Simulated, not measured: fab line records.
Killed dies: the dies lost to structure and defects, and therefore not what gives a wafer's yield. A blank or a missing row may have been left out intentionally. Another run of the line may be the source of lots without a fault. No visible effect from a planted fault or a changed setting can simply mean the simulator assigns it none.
Which tool is to blame? :: flow sky130 :: at 1 step of a route of 708, 14 lots with 42 wafers sampled

## WHAT THE GAUGES READ, wafer by wafer
SKY_LI_CONTACT_BOW_MEAS_03.
lot: L588
measured: day 27 07:01
on: film metro-04
LI_CONTACT_BOW (um): 55 60 62

lot: L589
measured: day 27 22:52
on: film metro-04
LI_CONTACT_BOW (um): 50 58 58

lot: L591
measured: day 28 22:50
on: film metro-02
LI_CONTACT_BOW (um): 44 58 52

lot: L592
measured: day 29 06:58
on: film metro-03
LI_CONTACT_BOW (um): 53 52 45

lot: L593
measured: day 29 10:23
on: film metro-04
LI_CONTACT_BOW (um): 45 61 55

lot: L594
measured: day 29 17:34
on: film metro-03
LI_CONTACT_BOW (um): 48 56 54

lot: L595
measured: day 30 03:53
on: film metro-04
LI_CONTACT_BOW (um): 59 43 54

lot: L596
measured: day 30 13:02
on: film metro-04
LI_CONTACT_BOW (um): 66 62 58

lot: L603
measured: day 33 04:40
on: film metro-02
LI_CONTACT_BOW (um): 50 49 59

lot: L605
measured: day 33 13:53
on: film metro-04
LI_CONTACT_BOW (um): 49 65 67

lot: L606
measured: day 33 17:29
on: film metro-03
LI_CONTACT_BOW (um): 54 55 63

lot: L607
measured: day 34 05:37
on: film metro-04
LI_CONTACT_BOW (um): 67 65 65

lot: L609
measured: day 34 21:56
on: film metro-03
LI_CONTACT_BOW (um): 50 49 69

lot: L611
measured: day 35 12:04
on: film metro-04
LI_CONTACT_BOW (um): 73 58 49

## TOOL THAT RAN EACH LOT (tool first, then ch and the chambers of the sampled wafers, then the start)
The record holds no process step before these readings.

## AS READ BY THE TOOLS THEMSELVES (means over the sampled wafers that have a number; for cases with no such wafer, the mark the record gives instead)
The record holds no such reading with a usual standard deviation.

## THE ANSWER, worked out from the rows above alone
Rule: the lots themselves supply what counts as usual. Put in order of their means at a reading, lots are off if they are a third of the lots or fewer, leave a main group of 4 or more, and stand apart from it by a gap of 3 or more times the standard deviation of the main group's means; of several such gaps the widest counts. The tables above print the reading to a certain number of digits; a main group whose means all agree to those digits is not used. Also off: a lot with no number at a reading for which 4 or more lots have one. The other lots that the step has rows for count as sound. First the gauges in route order, then the tools' own readings, where a lot's mean is used as printed above. At the first step where some lot is off, the reading lying furthest off is the one used; lots without a number count as furthest.
No lot is off at any reading shown: from this, nothing can be told.

## WHAT THE SIMULATOR HAD PUT IN
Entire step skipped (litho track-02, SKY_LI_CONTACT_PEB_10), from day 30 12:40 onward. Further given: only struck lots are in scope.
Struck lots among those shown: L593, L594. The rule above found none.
